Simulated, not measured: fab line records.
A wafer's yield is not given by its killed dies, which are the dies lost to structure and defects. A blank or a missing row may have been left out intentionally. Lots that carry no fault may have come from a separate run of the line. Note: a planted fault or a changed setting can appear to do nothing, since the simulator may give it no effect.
Shared-tool check ; flow sky130 ; Sample size 10 lots and 30 wafers

== THE REASON FOR OPENING IT ==
At SKY_CAP2M_RS_MEAS_03 the reading CAP2M_TIN_RS is flagged on 2 of 10 lots. Fault-free wafers read 6.93 ohm/sq, with a standard deviation of 0.069.
Rule: a lot is flagged in two cases, either no wafer of it has a number, or all its wafers with numbers fall more than 4 standard deviations from that mean. The rest of the lots are taken to be sound.

lot;measured;on;CAP2M_TIN_RS (ohm/sq), wafer by wafer;flag
L965;day 39 16:03;filmMetro-03;6.82 6.81 6.84;
L966;day 40 00:06;filmMetro-03;6.85 6.78 6.86;
L967;day 40 05:13;filmMetro-02;6.81 6.84 6.89;
L969;day 41 10:20;filmMetro-03;6.85 6.91 6.78;
L970;day 42 09:57;filmMetro-02;6.97 6.94 7.04;
L974;day 42 15:05;filmMetro-01;7.30 7.23 7.24;FLAGGED
L975;day 42 17:36;filmMetro-03;7.28 7.23 7.23;FLAGGED
L980;day 44 03:37;filmMetro-03;6.98 6.95 6.99;
L985;day 45 11:05;filmMetro-01;6.87 6.91 6.91;
L987;day 45 19:05;filmMetro-02;6.93 6.88 6.93;
On average the flagged lots' numbers are 7.25 ohm/sq, which is +0.32 ohm/sq against the usual, or +5 standard deviations.

== TOOL THAT RAN EACH LOT ==
The record keeps 1 process step preceding the reading, out of 708 steps on the route. Each cell gives the tool, then ch followed by the chambers the sampled wafers passed through, then the start.
lot;flag;SKY_CAP2M_SPUTTER_02
L965;;pvdSputter-03, day 39 15:56
L966;;pvdSputter-04, day 39 23:58
L967;;pvdSputter-03, day 40 05:07
L969;;pvdSputter-02, day 41 10:10
L970;;pvdSputter-03, day 42 09:50
L974;FLAGGED;pvdSputter-03, day 42 14:58
L975;FLAGGED;pvdSputter-03, day 42 17:28
L980;;pvdSputter-04, day 44 03:31
L985;;pvdSputter-04, day 45 10:59
L987;;pvdSputter-02, day 45 18:57
These steps, and what they do:
- SKY_CAP2M_SPUTTER_02: material TiN, target thk 200 nm, time 166.7 s.
- SKY_CAP2M_RS_MEAS_03: measures by four-point-probe.

== FLAGGED AGAINST TOTAL, ONE TOOL AT A TIME (gauges that did the reading follow at the end) ==
step;tool;lots run;flagged;share of the flagged lots;sound lots run after its first flagged lot
SKY_CAP2M_SPUTTER_02;pvdSputter-02;2;0;none;-
SKY_CAP2M_SPUTTER_02;pvdSputter-03;5;2;all;0
SKY_CAP2M_SPUTTER_02;pvdSputter-04;3;0;none;-
SKY_CAP2M_RS_MEAS_03;filmMetro-01;2;1;some;1 (L985)
SKY_CAP2M_RS_MEAS_03;filmMetro-02;3;0;none;-
SKY_CAP2M_RS_MEAS_03;filmMetro-03;5;1;some;1 (L980)

== WHAT IS ALLOWED BY THE TABLE ==
1 row of the table ran every flagged lot: pvdSputter-03 at SKY_CAP2M_SPUTTER_02.
- pvdSputter-03 at SKY_CAP2M_SPUTTER_02: 2 of its 5 lots flagged. Its last sound lot is L970 (day 42 09:50), its first flagged lot L974 (day 42 14:58): a fault that began between those two fits. On the flagged lots its readings are blank where sound lots have values: susceptorTempC.
What remains is a single tool, pvdSputter-03 at SKY_CAP2M_SPUTTER_02.

== WHAT THE SIMULATOR HAD PUT IN ==
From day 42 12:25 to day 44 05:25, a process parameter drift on pvdSputter-03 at SKY_CAP2M_SPUTTER_02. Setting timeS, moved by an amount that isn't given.
Shown lots that were struck: L974, L975. The rule given above showed the same thing.
